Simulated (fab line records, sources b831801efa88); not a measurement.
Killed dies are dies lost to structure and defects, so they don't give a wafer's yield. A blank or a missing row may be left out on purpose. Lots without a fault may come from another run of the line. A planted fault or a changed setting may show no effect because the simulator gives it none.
A struck lot beside a sound one | flow sfq_line | 14 steps out of a route of 325
Sound: wafers L718.2, L718.3, L718.5. Struck: wafer L731.2. (L731.4, L731.5 of the same lot were not struck and are left out.) The cause comes at the end.
At each step with rows: each side's tool, then ch and its chambers, then its first start. Under that, the readings that differ: sound wafers | struck wafers | difference of the means | sigmas: that difference in standard deviations of wafers without a fault.
alike: readings whose means differ by less than 2 such deviations, and words and numbers that are the same on both sides. not compared: withheld readings, readings that some wafer has no value for, bounds like >300 that may hide the same value, and numbers for which the record gives no deviation and whose values overlap.
The two part at a step that has a row with sigmas, a row that says differs or no value, or rows on one side only. Numbers that don't overlap but have no deviation are shown without sigmas and don't part them. A reading that every wafer of one side lacks parts them only if that side has two wafers or more.

first, 2 steps without rows for these wafers: SFQ_TRILAYER_I1_VIA_STRIP_SOLV_CLEAN_054 (cleans in NMP, time 600 s); SFQ_TRILAYER_M2_DEP_PRE_CLEAN_056 (time 22.5 s).
SFQ_TRILAYER_M2_DEP_SPUTTER_055: material Nb, target thk 200 nm, time 133.3 s.
  sound on pvd_sputter-05, day 18 13:19; struck on pvd_sputter-03, day 23 00:48
  alike: base_pressure_pa, chamber_pressure_pa, throttle_valve_pct
SFQ_M2_RS_MEAS_914: measures by four-point-probe.
  sound on film_metro-01, day 18 13:26; struck on film_metro-01, day 23 00:55
  alike: M2_NB_RS
then, 6 steps without rows for these wafers: SFQ_TRILAYER_M2_LITHO_COAT_062 (resist thk 62 nm); SFQ_TRILAYER_M2_LITHO_COAT_057 (resist thk 600 nm); SFQ_TRILAYER_M2_LITHO_SOFTBAKE_061; SFQ_TRILAYER_M2_LITHO_EXPOSE_058 (exposes mask M2, target cd 500 nm); SFQ_TRILAYER_M2_LITHO_PEB_060 (peb time 60 s); SFQ_TRILAYER_M2_LITHO_DEVELOP_059 (time 60 s).
-- the record jumps here: 7 days lie between the struck wafers' starts before and after --
SFQ_M2_OVL_MEAS_916:
  sound on overlay-01, day 25 04:53; struck on overlay-01, day 29 21:36
  alike: M2_OVL
SFQ_TRILAYER_M2_BARC_OPEN_METAL_ETCH_077: etches BARC in O2, target depth 125 nm, time 41.7 s.
  sound on rie_metal-03 ch 0,1, day 25 04:55; struck on rie_metal-01 ch 1, day 29 21:38
  reading                                             | sound         | struck | difference | sigmas
  model.KrF_of_TRILAYER_M2_LITHO_COAT_057.thk_nm (nm) | 524 524 523.9 | 539.6  | +15.6      |
  alike: drypump_motor_current_A, oes_product_au
  not compared: rf_hours_counter_h
SFQ_TRILAYER_M2_ETCH_METAL_ETCH_060: etches Nb in Cl2/Ar, stops on SiO2, target depth 240 nm, time 120 s.
  sound on rie_metal-03 ch 0,1, day 25 04:59; struck on rie_metal-01 ch 1, day 29 21:41
  reading                                             | sound           | struck | difference | sigmas
  model.KrF_of_TRILAYER_M2_LITHO_COAT_057.thk_nm (nm) | 381.8 382 381.2 | 399.7  | +18.0      |
  alike: drypump_motor_current_A, oes_product_au
  not compared: rf_hours_counter_h
SFQ_TRILAYER_M2_STRIP_STRIP_061: strips in O2.
  sound on rie_metal-03 ch 0,1, day 25 05:06; struck on rie_metal-01 ch 1, day 29 21:49
  alike: drypump_motor_current_A, oes_product_au, platen_temp_c
  not compared: rf_hours_counter_h

WHERE THEY PART
Nowhere in this record.

WHY: what the simulator had put in
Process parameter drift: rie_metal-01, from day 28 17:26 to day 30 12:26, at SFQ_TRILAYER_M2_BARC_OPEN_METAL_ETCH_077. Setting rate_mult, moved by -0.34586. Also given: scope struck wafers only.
